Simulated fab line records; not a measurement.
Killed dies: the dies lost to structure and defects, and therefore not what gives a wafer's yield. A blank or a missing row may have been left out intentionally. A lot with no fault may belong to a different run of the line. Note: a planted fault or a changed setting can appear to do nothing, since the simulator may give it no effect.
fab line records ; flow sky130
[record] lots = 6; wafers = 18; last-day = 50
route steps=708 shown RES_XHIGH@336 SD_N@342
lots that met no fault: taken from a fault-free run of the same line
start-h: hours from the record's opening day to when the first of the lot's shown wafers began ; wait-h: hours from the lot's prior step to this one ; " the same as in the row above ; L1.1+2: a single row standing in for several wafers ; - no value, or no start given ; * or withheld: withheld ; < > ~ a bound
route shown NAME@n: names a module that has steps shown in the file, with the first one's number in the route ; usual: the fault-free wafers' mean and standard deviation ; same: alike in all rows ; chamber/n: place in a boat ; sites: the reading at each site ; _std_site: the values' standard deviation ; _edge_site: the outer-site mean with the inner-site mean subtracted ; radius-mm: for every site, how far away it sits from the centre of the wafer ; mask NAME#n: copy n ; behind: tool/chamber where the wafer was last shaped ; hold: why the lot went on hold/how many hours it stayed there/how the hold came to an end ; device: names the non-switching transistor (n, p or np) ; end of line: at the end of the route, the tests of the same wafers ; where a step has no rows: the recipe by itself ; killed: not the wafer's yield, but the dies lost to structure and defects at the first sort ; map: dies across one wafer; x = killed, . = not, _ = none there
set.NAME: the setting that was run; set.NAME@STEP: the one run at that earlier step ; model.NAME: the simulator's own value behind a step, which no gauge read
certain route steps with their lots: each step a table, each wafer a row
services: when a tool's chamber went out of use (start-h, in hours from the record's first day, below 0 if earlier), for how many hours, and the reason
[[steps]]
[step SKY_RES_XHIGH_EXPOSE_04]
[recipe] mask-id = URPM; na = 0.6; source-shape = conventional; sigma-outer = 0.6; polarization = unpolarized; target-cd-nm = 1270; dose-mj = 140
[step SKY_RES_XHIGH_PEB_05]
[recipe] temp-c = withheld; time-s = *; resist = NOVOLAK
[step SKY_RES_XHIGH_DEVELOP_06]
[recipe] resist = NOVOLAK; developer = TMAH; develop-time-s = 60; dev-temp-c = 23
[step SKY_RES_XHIGH_IMPLANT_07]
[recipe] species = BF2; energy-kev = 20; dose-cm2 = 3.6e+14; tilt-deg = 0
[step SKY_RES_XHIGH_STRIP_08]
[recipe] chemistry = O2/N2; power-w = 1400; pressure-mtorr = 1500; platen-temp-c = withheld; o2-flow-sccm = 3000; n2-flow-sccm = 300; overash-fraction = 0.5
[usual] drypump-motor-current-A = 5.7/0.32; oes-product-au = 0.711/0.0045; strip-time-to-endpoint-s = 14.26/0.035
lot.wafer;tool;chamber;start-h;wait-h;drypump-motor-current-A;oes-product-au;rf-hours-counter-h;strip-time-to-endpoint-s
L973.1;plasma-asher-02;1;625.03;0.1;6.1;0.721;51;14.29
L973.2;plasma-asher-02;0;625.03;0.1;5.3;0.714;51;14.25
L973.5;plasma-asher-02;0;625.03;0.1;5.3;0.711;-;14.32
L984.1;plasma-asher-04;1;699.78;0.1;5.7;0.706;26;14.29
L984.4;plasma-asher-04;1;699.78;0.1;5.7;0.710;-;14.22
L984.6;plasma-asher-04;0;699.78;0.1;5.7;0.702;-;14.24
L988.2;plasma-asher-04;0;734.13;0.1;5.7;0.705;30;14.30
L988.3;plasma-asher-04;1;734.13;0.1;5.7;0.708;-;14.32
L988.4;plasma-asher-04;0;734.13;0.1;5.7;0.715;-;14.32
L990.1;plasma-asher-04;0;748.63;0.1;5.7;0.715;32;14.21
L990.2;plasma-asher-04;1;748.63;0.1;5.7;0.706;32;14.21
L990.5;plasma-asher-04;0;748.63;0.1;5.7;0.713;-;14.24
L993.3;plasma-asher-04;0;781.72;0.1;5.7;0.708;-;14.22
L993.4;plasma-asher-04;1;781.72;0.1;5.7;0.711;-;14.23
L993.5;plasma-asher-04;1;781.72;0.1;5.7;0.709;-;14.27
L996.1;plasma-asher-03;0;798.88;0.1;6.2;0.707;102;14.33
L996.2;plasma-asher-03;1;798.88;0.1;5.1;0.706;102;14.32
L996.4;plasma-asher-03;0;798.88;0.1;6.2;0.713;-;14.25
[step SKY_RES_XHIGH_TW_MEAS_09]
[usual] RES_XHIGH_TW = 1659/7.3
lot.wafer;tool;chamber;start-h;wait-h;RES_XHIGH_TW
L973.1;film-metro-01;-;625.13;0.1;1661
L973.2;film-metro-01;-;625.13;0.1;1668
L973.5;film-metro-01;-;625.13;0.1;1663
L984.1;film-metro-01;-;699.88;0.1;1654
L984.4;film-metro-01;-;699.88;0.1;1661
L984.6;film-metro-01;-;699.88;0.1;1662
L988.2;film-metro-04;-;734.24;0.1;1672
L988.3;film-metro-04;-;734.24;0.1;1656
L988.4;film-metro-04;-;734.24;0.1;1657
L990.1;film-metro-03;-;748.73;0.1;1659
L990.2;film-metro-03;-;748.73;0.1;1664
L990.5;film-metro-03;-;748.73;0.1;1664
L993.3;film-metro-01;-;781.80;0.1;1662
L993.4;film-metro-01;-;781.80;0.1;1660
L993.5;film-metro-01;-;781.80;0.1;1653
L996.1;film-metro-01;-;798.98;0.1;1644
L996.2;film-metro-01;-;798.98;0.1;1646
L996.4;film-metro-01;-;798.98;0.1;1646
[step SKY_SD_N_DEHYDRATE_00]
[recipe] temp-c = 200; time-s = 60
[step SKY_SD_N_HMDS_01]
[recipe] prime-time-s = 60; prime-temp-c = 120
[step SKY_SD_N_COAT_02]
[recipe] resist = NOVOLAK; spin-rpm = 3000; resist-thk-nm = 1140
[step SKY_SD_N_SOFTBAKE_03]
[recipe] temp-c = 90; time-s = 60; resist = NOVOLAK
[step SKY_SD_N_EXPOSE_04]
[recipe] mask-id = NSDM; na = 0.6; source-shape = conventional; sigma-outer = 0.6; polarization = unpolarized; target-cd-nm = 380; dose-mj = 141
[step SKY_SD_N_PEB_05]
[recipe] temp-c = withheld; time-s = *; resist = NOVOLAK
[step SKY_SD_N_DEVELOP_06]
[recipe] resist = NOVOLAK; developer = TMAH; develop-time-s = 60; dev-temp-c = 23
[usual] developer-temp-C = 23.00/0.1
lot.wafer;tool;chamber;start-h;wait-h;developer-temp-C
L973.1;litho-track-02;0;653.28;0.1;22.94
L973.2;litho-track-02;0;653.28;0.1;23.00
L973.5;litho-track-02;0;653.28;0.1;23.09
L984.1;litho-track-02;0;726.53;0.1;22.84
L984.4;litho-track-02;0;726.53;0.1;22.96
L984.6;litho-track-02;0;726.53;0.1;23.03
L988.2;litho-track-02;0;760.36;0.1;20.74
L988.3;litho-track-02;0;760.36;0.1;20.90
L988.4;litho-track-02;0;760.36;0.1;20.87
L990.1;litho-track-02;0;774.83;0.1;20.79
L990.2;litho-track-02;0;774.83;0.1;20.72
L990.5;litho-track-02;0;774.83;0.1;20.70
L993.3;litho-track-03;0;807.87;0.1;23.08
L993.4;litho-track-03;0;807.87;0.1;23.01
L993.5;litho-track-03;0;807.87;0.1;22.98
L996.1;litho-track-03;0;824.12;0.1;22.89
L996.2;litho-track-03;0;824.12;0.1;22.90
L996.4;litho-track-03;0;824.12;0.1;23.10
[step SKY_SD_N_CD_MEAS_07]
[recipe] target-cd-nm = 380
[usual] cd-nm = 380.0/2.5
lot.wafer;tool;chamber;start-h;wait-h;cd-nm
L973.1;cd-sem-02;-;653.43;0.1;378.7
L973.2;cd-sem-02;-;653.43;0.1;382.3
L973.5;cd-sem-02;-;653.43;0.1;381.6
L984.1;cd-sem-02;-;726.68;0.1;381.6
L984.4;cd-sem-02;-;726.68;0.1;379.9
L984.6;cd-sem-02;-;726.68;0.1;379.6
L988.2;cd-sem-01;-;760.50;0.1;389.1
L988.3;cd-sem-01;-;760.50;0.1;389.9
L988.4;cd-sem-01;-;760.50;0.1;390.9
L990.1;cd-sem-01;-;774.98;0.1;379.6
L990.2;cd-sem-01;-;774.98;0.1;384.0
L990.5;cd-sem-01;-;774.98;0.1;380.7
L993.3;cd-sem-01;-;808.01;0.1;380.5
L993.4;cd-sem-01;-;808.01;0.1;381.1
L993.5;cd-sem-01;-;808.01;0.1;380.2
L996.1;cd-sem-02;-;824.27;0.1;374.4
L996.2;cd-sem-02;-;824.27;0.1;377.1
L996.4;cd-sem-02;-;824.27;0.1;375.7
[[services]]
tool;chamber;start-h;hours;kind
plasma-asher-04;-;604.34;2.2;repair
plasma-asher-02;-;685.19;8.8;repair
plasma-asher-02;-;712.78;1.4;repair
plasma-asher-02;-;726.41;29.4;pm
plasma-asher-04;-;740.30;0.8;repair
[[key]]
[first-sign] step = SKY_SD_N_DEVELOP_06; reading = developer-temp-C; direction = down; sigmas = 21; usual = *; struck = *
[effect] step = SKY_SD_N_CD_MEAS_07; reading = cd-nm; direction = up; sigmas = 2.3; usual = 380.0; struck = 385.7; through = control-loop
met-at SKY_SD_N_DEVELOP_06
struck-wafers L988.2,L988.3,L988.4,L990.1,L990.2,L990.5
tester-left-out L988,L990
[loop-trim] step = SKY_SD_N_EXPOSE_04; setting = dose; lots = L990
onset-between 726.53 760.36
[fault] kind = process-parameter-drift; tool = litho-track-02; chamber = -; onset-h = 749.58; steps = SKY_SD_N_DEVELOP_06; channel = dev-temp-c; offset = *; shape = step; end-h = 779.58; acts-in = *; stated = *
// tester-left-out: of these lots the tester's yield and bins aren't shown, on N5 and GAA mostly nor the transistor test; their killed dies are dies lost to structure and defects alone, not to doping, threshold or leakage, so they don't give the yield
// loop-trim: a control loop set the setting to another value than it would have without faults
